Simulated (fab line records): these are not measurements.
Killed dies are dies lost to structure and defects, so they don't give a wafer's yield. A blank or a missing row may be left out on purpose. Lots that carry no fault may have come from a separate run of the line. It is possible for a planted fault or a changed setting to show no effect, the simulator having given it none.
Which tool was responsible? | flow sky130 | 6 lots, 18 wafers sampled, at 2 steps of a route of 708

## WHAT THE GAUGES SHOWED, per wafer
SKY_VIA3_BOW_MEAS_03.
lot  | measured     | on            | VIA3_BOW (um)
L144 | day 39 20:38 | film-metro-01 | 85 79 73
L149 | day 41 06:38 | film-metro-02 | 61 77 74
L152 | day 41 18:41 | film-metro-02 | 75 71 88
L158 | day 44 02:31 | film-metro-02 | 149 130 133
L161 | day 44 10:50 | film-metro-01 | 155 124 141
L163 | day 44 16:18 | film-metro-02 | 92 101 101

## EACH LOT AND THE TOOL THAT RAN IT (in order: tool; ch and the chambers of the sampled wafers; start)
lot  | SKY_VIA3_CMP_02
L144 | cmp-01 ch 0,1,3, day 39 20:19
L149 | cmp-02 ch 0,1,3, day 41 06:20
L152 | cmp-01 ch 0,3, day 41 18:25
L158 | cmp-02 ch 1,2,3, day 44 02:20
L161 | cmp-02 ch 0,3, day 44 10:32
L163 | cmp-01 ch 0,1,3, day 44 16:00
- SKY_VIA3_CMP_02: polishes SiO2.

## THE ANSWER, worked out from the rows above alone
Rule: usual is defined by the lots themselves. Put in order of their means at a reading, lots are off if they are a third of the lots or fewer, leave a main group of 4 or more, and stand apart from it by a gap of 3 or more times the standard deviation of the main group's means; of several such gaps the widest counts. Not used: any main group whose means are identical at the precision the tables above print for the reading. Also off: a lot with no number at a reading for which 4 or more lots have one. Any other lot the step has rows for is counted as sound.
Off: L158, L161, at SKY_VIA3_BOW_MEAS_03 (VIA3_BOW). Mean 81 um and standard deviation 10 in the main group.
A tool fits if, at a process step before that reading, it ran every lot that is off, and no sound lot after the first of them. Those tools and the gauges at SKY_VIA3_BOW_MEAS_03 are tried in the same way. One fits: SKY_VIA3_CMP_02 on cmp-02. Its last sound lot is L149 (day 41 06:20), its first lot that is off L158 (day 44 02:20): a fault that began between those two fits.

## WHAT THE SIMULATOR HAD INSERTED
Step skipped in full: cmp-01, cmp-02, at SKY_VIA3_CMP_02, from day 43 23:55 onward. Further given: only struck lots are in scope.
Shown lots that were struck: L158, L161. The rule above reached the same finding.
